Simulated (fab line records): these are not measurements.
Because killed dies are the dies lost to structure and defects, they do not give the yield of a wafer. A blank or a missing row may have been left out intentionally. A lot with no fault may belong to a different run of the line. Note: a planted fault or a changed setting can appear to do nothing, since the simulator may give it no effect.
fab line records + flow gf180mcu
[record]
- lots = 13
- wafers = 39
- last_day = 34
route steps=602 shown HV_LDD@222 NSD@243 SAB@275 SALICIDE@280
lots with no fault: from the same line, run without faults
start_h: hours from the record's opening day to when the first of the lot's shown wafers began + wait_h: hours elapsed since this lot's preceding step + " repeats the value in the row above + L1.1+2: one row covering several wafers at once + - no value, or no start was given + * or withheld: withheld + < > ~ a bound
route shown NAME@n: a module of which the file shows steps, and the number in the route of the first + usual: mean/standard deviation of fault-free wafers + same: alike in all rows + chamber/n: place in a boat + sites: readings site by site + _std_site: the values' standard deviation + _edge_site: the outer-site mean with the inner-site mean subtracted + radius_mm: how far each site lies from the wafer's centre + mask NAME#n: copy n + behind: the last tool/chamber to shape the wafer + hold: what put the lot on hold/how long, in hours/how the hold closed + device: whichever transistor did not switch (one of n, p or np) + end of line: the tests these same wafers got at the end of their route + a step given without rows: its recipe and nothing more + killed: at the first sort, the dies lost to defects and structure; wafer yield is something else + map: dies across one wafer; x = killed, . = not, _ = none there
set.NAME: the setting that was run; set.NAME@STEP: the one run at that earlier step + model.NAME: the simulator's own value behind a step, which no gauge read
the route's steps for a sample of lots (tables are steps, rows are wafers)
services: a tool's chamber out of use, with start hour (start_h, from the record's first day; less than 0 if before it), hours out, and reason
[[steps]]
[step GF_HV_LDD_CD_MEAS_46]
[recipe]
- target_cd_nm = 400
[usual]
- cd_nm = 400.8/1.9
| lot.wafer | tool      | chamber | start_h | wait_h | cd_nm |
|-----------|-----------|---------|---------|--------|-------|
| L305.1    | cd_sem-01 | -       | 280.67  | 0.1    | 398.5 |
| L305.2    | "         | -       | "       | "      | 397.3 |
| L305.5    | "         | -       | "       | "      | 395.8 |
| L307.1    | cd_sem-01 | -       | 296.30  | 0.1    | 401.6 |
| L307.3    | "         | -       | "       | "      | 401.6 |
| L307.6    | "         | -       | "       | "      | 402.1 |
| L309.1    | cd_sem-01 | -       | 311.02  | 0.1    | 400.0 |
| L309.3    | "         | -       | "       | "      | 400.0 |
| L309.6    | "         | -       | "       | "      | 401.9 |
| L310.2    | cd_sem-02 | -       | 322.94  | 0.1    | 400.5 |
| L310.4    | "         | -       | "       | "      | 401.7 |
| L310.6    | "         | -       | "       | "      | 403.8 |
| L311.1    | cd_sem-01 | -       | 327.27  | 0.1    | 399.7 |
| L311.3    | "         | -       | "       | "      | 399.8 |
| L311.4    | "         | -       | "       | "      | 398.8 |
| L312.1    | cd_sem-01 | -       | 337.80  | 0.1    | 402.2 |
| L312.3    | "         | -       | "       | "      | 399.8 |
| L312.5    | "         | -       | "       | "      | 400.7 |
| L313.2    | cd_sem-01 | -       | 344.22  | 0.1    | 400.1 |
| L313.3    | "         | -       | "       | "      | 401.0 |
| L313.6    | "         | -       | "       | "      | 403.3 |
| L318.2    | cd_sem-02 | -       | 397.12  | 0.1    | 401.9 |
| L318.3    | "         | -       | "       | "      | 401.6 |
| L318.6    | "         | -       | "       | "      | 400.4 |
| L319.1    | cd_sem-02 | -       | 402.35  | 0.1    | 400.9 |
| L319.3    | "         | -       | "       | "      | 399.6 |
| L319.6    | "         | -       | "       | "      | 397.6 |
| L320.1    | cd_sem-02 | -       | 406.90  | 0.1    | 398.5 |
| L320.4    | "         | -       | "       | "      | 398.7 |
| L320.5    | "         | -       | "       | "      | 399.4 |
| L321.2    | cd_sem-01 | -       | 411.22  | 0.1    | 401.7 |
| L321.3    | "         | -       | "       | "      | 401.1 |
| L321.4    | "         | -       | "       | "      | 399.7 |
| L325.2    | cd_sem-02 | -       | 442.52  | 0.1    | 403.1 |
| L325.3    | "         | -       | "       | "      | 403.9 |
| L325.4    | "         | -       | "       | "      | 403.0 |
| L326.1    | cd_sem-01 | -       | 446.25  | 0.1    | 401.4 |
| L326.2    | "         | -       | "       | "      | 398.6 |
| L326.6    | "         | -       | "       | "      | 395.6 |
[step GF_NSD_OVL_MEAS_08]
[usual]
- NSD_OVL = 1.2/1.4
| lot.wafer | tool       | chamber | start_h | wait_h | NSD_OVL[nm] |
|-----------|------------|---------|---------|--------|-------------|
| L305.1    | overlay-02 | -       | 304.39  | 0.1    | 0.5         |
| L305.2    | "          | -       | "       | "      | 1.6         |
| L305.5    | "          | -       | "       | "      | -0.4        |
| L307.1    | overlay-01 | -       | 320.44  | 0.1    | 1.1         |
| L307.3    | "          | -       | "       | "      | 0.3         |
| L307.6    | "          | -       | "       | "      | 2.7         |
| L309.1    | overlay-02 | -       | 335.19  | 0.1    | -0.6        |
| L309.3    | "          | -       | "       | "      | 1.0         |
| L309.6    | "          | -       | "       | "      | 0.3         |
| L310.2    | overlay-01 | -       | 348.50  | 0.1    | 3.3         |
| L310.4    | "          | -       | "       | "      | 4.4         |
| L310.6    | "          | -       | "       | "      | 2.6         |
| L311.1    | overlay-01 | -       | 353.09  | 0.1    | -1.4        |
| L311.3    | "          | -       | "       | "      | 0.8         |
| L311.4    | "          | -       | "       | "      | 0.8         |
| L312.1    | overlay-02 | -       | 364.24  | 0.1    | 2.3         |
| L312.3    | "          | -       | "       | "      | 1.5         |
| L312.5    | "          | -       | "       | "      | 1.9         |
| L313.2    | overlay-01 | -       | 369.57  | 0.1    | 1.4         |
| L313.3    | "          | -       | "       | "      | 2.7         |
| L313.6    | "          | -       | "       | "      | 0.3         |
| L318.2    | overlay-02 | -       | 423.82  | 0.1    | 0.8         |
| L318.3    | "          | -       | "       | "      | -0.8        |
| L318.6    | "          | -       | "       | "      | 0.3         |
| L319.1    | overlay-01 | -       | 428.94  | 0.1    | 1.0         |
| L319.3    | "          | -       | "       | "      | 2.1         |
| L319.6    | "          | -       | "       | "      | 0.4         |
| L320.1    | overlay-01 | -       | 433.59  | 0.1    | 2.1         |
| L320.4    | "          | -       | "       | "      | 0.3         |
| L320.5    | "          | -       | "       | "      | 1.1         |
| L321.2    | overlay-02 | -       | 438.34  | 0.1    | 1.8         |
| L321.3    | "          | -       | "       | "      | -1.2        |
| L321.4    | "          | -       | "       | "      | -1.0        |
| L325.2    | overlay-01 | -       | 469.65  | 0.1    | 0.5         |
| L325.3    | "          | -       | "       | "      | 1.8         |
| L325.4    | "          | -       | "       | "      | 1.2         |
| L326.1    | overlay-01 | -       | 473.12  | 0.1    | 0.7         |
| L326.2    | "          | -       | "       | "      | 1.3         |
| L326.6    | "          | -       | "       | "      | 1.5         |
[step GF_SAB_ETCH_11]
[recipe]
- chemistry = C4F8/O2/Ar
- mask_material = NOVOLAK
- target = SiO2
- target_depth_nm = 55
- source_w = 1500
- bias_w = 1200
- pressure_mtorr = 40
- c4f8_flow_sccm = withheld
- O2_flow_sccm = 6
- Ar_flow_sccm = 300
- time_s = 8.5
[usual]
- chamber_pressure_mTorr = 40.00/0.036
- oes_product_au = 0.997/0.0085
| lot.wafer | tool        | chamber | start_h | wait_h | chamber_pressure_mTorr | oes_product_au | rf_hours_counter_h |
|-----------|-------------|---------|---------|--------|------------------------|----------------|--------------------|
| L305.1    | rie_diel-02 | 1       | 348.06  | 0.0    | 39.96                  | 0.996          | 39                 |
| L305.2    | "           | 0       | "       | "      | 40.00                  | 0.993          | 8                  |
| L305.5    | "           | 2       | "       | "      | 40.05                  | 0.996          | -                  |
| L307.1    | rie_diel-04 | 2       | 364.86  | 0.0    | 39.97                  | 1.009          | 17                 |
| L307.3    | "           | 3       | "       | "      | 39.98                  | 0.991          | 93                 |
| L307.6    | "           | 2       | "       | "      | 40.01                  | 1.006          | -                  |
| L309.1    | rie_diel-04 | 3       | 380.52  | 0.0    | 39.97                  | 1.003          | 93                 |
| L309.3    | "           | 2       | "       | "      | 39.98                  | 0.999          | 17                 |
| L309.6    | "           | 3       | "       | "      | 40.03                  | 0.988          | -                  |
| L310.2    | rie_diel-02 | 0       | 394.27  | 0.0    | 40.01                  | 0.992          | 9                  |
| L310.4    | "           | 3       | "       | "      | 39.96                  | 0.987          | -                  |
| L310.6    | "           | 2       | "       | "      | 40.03                  | 1.004          | -                  |
| L311.1    | rie_diel-04 | 3       | 397.92  | 0.0    | 40.02                  | 0.998          | 94                 |
| L311.3    | "           | 2       | "       | "      | 39.99                  | 0.997          | 18                 |
| L311.4    | "           | 1       | "       | "      | 40.03                  | 0.980          | 0                  |
| L312.1    | rie_diel-02 | 0       | 410.12  | 0.0    | 40.03                  | 0.999          | 10                 |
| L312.3    | "           | 1       | "       | "      | 40.03                  | 1.008          | 40                 |
| L312.5    | "           | 0       | "       | "      | 39.99                  | 0.990          | -                  |
| L313.2    | rie_diel-02 | 3       | 415.87  | 0.0    | 40.00                  | 0.983          | 97                 |
| L313.3    | "           | 0       | "       | "      | 39.99                  | 0.983          | 10                 |
| L313.6    | "           | 1       | "       | "      | 40.03                  | 0.988          | -                  |
| L318.2    | rie_diel-02 | 2       | 472.73  | 0.0    | 39.98                  | 0.998          | 7                  |
| L318.3    | "           | 0       | "       | "      | 39.97                  | 0.996          | 11                 |
| L318.6    | "           | 1       | "       | "      | 40.01                  | 1.002          | -                  |
| L319.1    | rie_diel-02 | 1       | 477.93  | 0.0    | 40.06                  | 1.010          | 42                 |
| L319.3    | "           | 2       | "       | "      | 39.98                  | 0.996          | 7                  |
| L319.6    | "           | 0       | "       | "      | 40.00                  | 0.993          | -                  |
| L320.1    | rie_diel-04 | 3       | 482.85  | 0.0    | 39.98                  | 0.985          | 96                 |
| L320.4    | "           | 0       | "       | "      | 40.04                  | 1.000          | 89                 |
| L320.5    | "           | 2       | "       | "      | 40.02                  | 1.002          | -                  |
| L321.2    | rie_diel-02 | 1       | 487.32  | 0.0    | 40.00                  | 1.010          | 42                 |
| L321.3    | "           | 0       | "       | "      | 40.02                  | 0.987          | 11                 |
| L321.4    | "           | 2       | "       | "      | 40.00                  | 1.013          | -                  |
| L325.2    | rie_diel-02 | 0       | 518.13  | 0.0    | 39.99                  | 1.000          | 12                 |
| L325.3    | "           | 1       | "       | "      | 39.97                  | 1.005          | 43                 |
| L325.4    | "           | 3       | "       | "      | 40.05                  | 0.989          | 0                  |
| L326.1    | rie_diel-04 | 1       | 521.35  | 0.0    | 39.94                  | 0.985          | 3                  |
| L326.2    | "           | 0       | "       | "      | 39.97                  | 1.001          | 90                 |
| L326.6    | "           | 2       | "       | "      | 40.01                  | 1.006          | -                  |
[step GF_SALICIDE_SPUTTER_02]
[recipe]
- material = Co
- target_thk_nm = 10
- power_w = 1000
- time_s = 20
- chamber_pressure_pa = 0.4
[usual]
- cathode_dc_power_W = 999.98/0.19
- throttle_valve_pct = 30.5/1
| lot.wafer | tool           | chamber | start_h | wait_h | cathode_dc_power_W | throttle_valve_pct |
|-----------|----------------|---------|---------|--------|--------------------|--------------------|
| L305.1    | pvd_sputter-04 | -       | 348.41  | 0.0    | 999.86             | 28.7               |
| L305.2    | "              | -       | "       | "      | 1000.1             | 29.6               |
| L305.5    | "              | -       | "       | "      | 999.98             | 28.7               |
| L307.1    | pvd_sputter-02 | -       | 365.20  | 0.0    | 999.92             | 31.4               |
| L307.3    | "              | -       | "       | "      | 1000.4             | 31.5               |
| L307.6    | "              | -       | "       | "      | 1000.1             | 29.8               |
| L309.1    | pvd_sputter-01 | -       | 380.88  | 0.0    | 999.78             | 30.7               |
| L309.3    | "              | -       | "       | "      | 999.88             | 31.5               |
| L309.6    | "              | -       | "       | "      | 999.89             | 31.4               |
| L310.2    | pvd_sputter-02 | -       | 394.62  | 0.0    | 1000.3             | 29.8               |
| L310.4    | "              | -       | "       | "      | 1000.1             | 29.1               |
| L310.6    | "              | -       | "       | "      | 1000.1             | 29.2               |
| L310.2    | pvd_sputter-02 | -       | 394.82  | 0.2    | 999.98             | 30.3               |
| L310.4    | "              | -       | "       | "      | 1000.1             | 28.9               |
| L310.6    | "              | -       | "       | "      | 999.95             | 29.0               |
| L311.1    | pvd_sputter-04 | -       | 398.26  | 0.0    | 1000.0             | 29.1               |
| L311.3    | "              | -       | "       | "      | 999.98             | 29.7               |
| L311.4    | "              | -       | "       | "      | 999.77             | 30.3               |
| L311.1    | pvd_sputter-04 | -       | 398.45  | 0.2    | 1000.3             | 29.0               |
| L311.3    | "              | -       | "       | "      | 999.70             | 29.3               |
| L311.4    | "              | -       | "       | "      | 999.96             | 30.3               |
| L312.1    | pvd_sputter-01 | -       | 410.46  | 0.0    | 1000.1             | 30.8               |
| L312.3    | "              | -       | "       | "      | 999.75             | 31.4               |
| L312.5    | "              | -       | "       | "      | 1000.4             | 30.8               |
| L313.2    | pvd_sputter-02 | -       | 416.21  | 0.0    | 999.98             | 31.8               |
| L313.3    | "              | -       | "       | "      | 1000.2             | 31.6               |
| L313.6    | "              | -       | "       | "      | 1000.4             | 30.0               |
| L313.2    | pvd_sputter-02 | -       | 416.40  | 0.2    | 1000.0             | 31.6               |
| L313.3    | "              | -       | "       | "      | 1000.0             | 31.7               |
| L313.6    | "              | -       | "       | "      | 999.85             | 29.6               |
| L318.2    | pvd_sputter-01 | -       | 473.06  | 0.0    | 1000.2             | 31.5               |
| L318.3    | "              | -       | "       | "      | 1000.0             | 31.4               |
| L318.6    | "              | -       | "       | "      | 999.80             | 30.8               |
| L319.1    | pvd_sputter-01 | -       | 478.26  | 0.0    | 1000.1             | 31.8               |
| L319.3    | "              | -       | "       | "      | 999.89             | 29.7               |
| L319.6    | "              | -       | "       | "      | 999.87             | 31.8               |
| L320.1    | pvd_sputter-02 | -       | 483.20  | 0.0    | 1000.2             | 29.1               |
| L320.4    | "              | -       | "       | "      | 999.90             | 31.3               |
| L320.5    | "              | -       | "       | "      | 1000.2             | 29.1               |
| L321.2    | pvd_sputter-02 | -       | 487.66  | 0.0    | 1000.1             | 28.9               |
| L321.3    | "              | -       | "       | "      | 1000.1             | 31.6               |
| L321.4    | "              | -       | "       | "      | 999.87             | 31.8               |
| L325.2    | pvd_sputter-02 | -       | 518.52  | 0.0    | 1000.2             | 31.8               |
| L325.3    | "              | -       | "       | "      | 999.57             | 29.8               |
| L325.4    | "              | -       | "       | "      | 999.73             | 29.0               |
| L326.1    | pvd_sputter-01 | -       | 521.69  | 0.0    | 999.93             | 29.4               |
| L326.2    | "              | -       | "       | "      | 1000.3             | 31.5               |
| L326.6    | "              | -       | "       | "      | 999.72             | 31.7               |
[step GF_SALICIDE_RS_MEAS_04]
[recipe]
- thk_meas_gauge = four-point-probe
- reads = TiN_of_SALICIDE_SPUTTER_03+Co_of_SALICIDE_SPUTTER_02
[usual]
- SALICIDE_TIN_RS = 16.27/0.29
| lot.wafer | tool          | chamber | start_h | wait_h | SALICIDE_TIN_RS[ohm/sq] |
|-----------|---------------|---------|---------|--------|-------------------------|
| L305.1    | film_metro-03 | -       | 348.46  | 0.0    | 16.74                   |
| L305.2    | "             | -       | "       | "      | 16.89                   |
| L305.5    | "             | -       | "       | "      | 16.67                   |
| L307.1    | film_metro-04 | -       | 365.25  | 0.0    | 16.48                   |
| L307.3    | "             | -       | "       | "      | 16.45                   |
| L307.6    | "             | -       | "       | "      | 16.34                   |
| L309.1    | film_metro-03 | -       | 380.93  | 0.0    | 15.80                   |
| L309.3    | "             | -       | "       | "      | 15.90                   |
| L309.6    | "             | -       | "       | "      | 15.65                   |
| L310.2    | film_metro-03 | -       | 394.89  | 0.0    | 8.33                    |
| L310.4    | "             | -       | "       | "      | 8.28                    |
| L310.6    | "             | -       | "       | "      | 8.30                    |
| L311.1    | film_metro-04 | -       | 398.51  | 0.0    | 8.37                    |
| L311.3    | "             | -       | "       | "      | 8.41                    |
| L311.4    | "             | -       | "       | "      | 8.46                    |
| L312.1    | film_metro-04 | -       | 410.52  | 0.0    | 15.79                   |
| L312.3    | "             | -       | "       | "      | 15.84                   |
| L312.5    | "             | -       | "       | "      | 15.92                   |
| L313.2    | film_metro-04 | -       | 416.48  | 0.0    | 8.37                    |
| L313.3    | "             | -       | "       | "      | 8.38                    |
| L313.6    | "             | -       | "       | "      | 8.38                    |
| L318.2    | film_metro-04 | -       | 473.14  | 0.0    | 16.05                   |
| L318.3    | "             | -       | "       | "      | 16.37                   |
| L318.6    | "             | -       | "       | "      | 16.14                   |
| L319.1    | film_metro-02 | -       | 478.32  | 0.0    | 15.88                   |
| L319.3    | "             | -       | "       | "      | 16.18                   |
| L319.6    | "             | -       | "       | "      | 16.10                   |
| L320.1    | film_metro-02 | -       | 483.25  | 0.0    | 15.88                   |
| L320.4    | "             | -       | "       | "      | 16.07                   |
| L320.5    | "             | -       | "       | "      | 16.05                   |
| L321.2    | film_metro-03 | -       | 487.73  | 0.0    | 16.32                   |
| L321.3    | "             | -       | "       | "      | 16.50                   |
| L321.4    | "             | -       | "       | "      | 16.46                   |
| L325.2    | film_metro-04 | -       | 518.60  | 0.0    | 16.66                   |
| L325.3    | "             | -       | "       | "      | 16.63                   |
| L325.4    | "             | -       | "       | "      | 16.57                   |
| L326.1    | film_metro-03 | -       | 521.74  | 0.0    | 16.23                   |
| L326.2    | "             | -       | "       | "      | 15.88                   |
| L326.6    | "             | -       | "       | "      | 16.18                   |
[[services]]
| tool           | chamber | start_h | hours | kind                   |
|----------------|---------|---------|-------|------------------------|
| rie_diel-04    | 1       | 356.58  | -     | clean                  |
| rie_diel-04    | 1       | 356.58  | 19.9  | scheduled_down         |
| rie_diel-04    | 1       | 356.58  | 19.9  | vent_cycle             |
| pvd_sputter-02 | -       | 365.87  | 0.6   | repair                 |
| rie_diel-02    | 1       | 370.31  | 4.7   | repair                 |
| pvd_sputter-04 | -       | 375.21  | 0.6   | repair                 |
| rie_diel-02    | 1       | 392.00  | 4.5   | repair                 |
| rie_diel-02    | 2       | 398.58  | 13.4  | repair                 |
| pvd_sputter-02 | -       | 401.14  | 6.1   | repair                 |
| pvd_sputter-04 | -       | 408.35  | 5.3   | repair                 |
| rie_diel-04    | 2       | 414.40  | 1.6   | repair                 |
| rie_diel-04    | 2       | 434.98  | 3.5   | repair                 |
| rie_diel-02    | 0       | 459.68  | 9.1   | repair                 |
| pvd_sputter-04 | -       | 476.01  | 1.4   | repair                 |
| rie_diel-02    | 3       | 477.13  | -     | clean                  |
| rie_diel-02    | 3       | 477.13  | 20.5  | scheduled_down         |
| rie_diel-02    | 3       | 477.13  | 20.5  | vent_cycle             |
| pvd_sputter-01 | -       | 484.12  | 6.3   | repair                 |
| pvd_sputter-02 | 1       | 487.03  | -     | consumable_replace:kit |
| pvd_sputter-02 | 1       | 487.03  | 18.0  | scheduled_down         |
| pvd_sputter-02 | 1       | 487.03  | 18.0  | vent_cycle             |
| rie_diel-04    | 3       | 491.63  | -     | clean                  |
| rie_diel-04    | 3       | 491.63  | 15.1  | scheduled_down         |
| pvd_sputter-04 | -       | 506.16  | 4.1   | repair                 |
[[key]]
[first_sign]
- step = GF_SALICIDE_SPUTTER_02
- reading = visit
- direction = added
[effect]
- step = GF_SALICIDE_RS_MEAS_04
- reading = SALICIDE_TIN_RS
- direction = down
- sigmas = 28
- usual = 16.27
- struck = 8.37
met_at GF_SALICIDE_SPUTTER_02
struck_lots L310,L311,L313
tester_left_out L310,L311,L313
not_acting_at GF_HV_LDD_CD_MEAS_46,GF_NSD_OVL_MEAS_08,GF_SAB_ETCH_11
[fault]
- kind = repeated_step_whole
- tool = pvd_sputter-01,pvd_sputter-02,pvd_sputter-04
- chamber = -
- onset_h = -
- steps = GF_SALICIDE_SPUTTER_02
- times = 1
- scope = struck_lots_only
// tester_left_out: of these lots the tester's yield and bins aren't shown, on N5 and GAA mostly nor the transistor test; their killed dies are dies lost to structure and defects alone, not to doping, threshold or leakage, so they don't give the yield
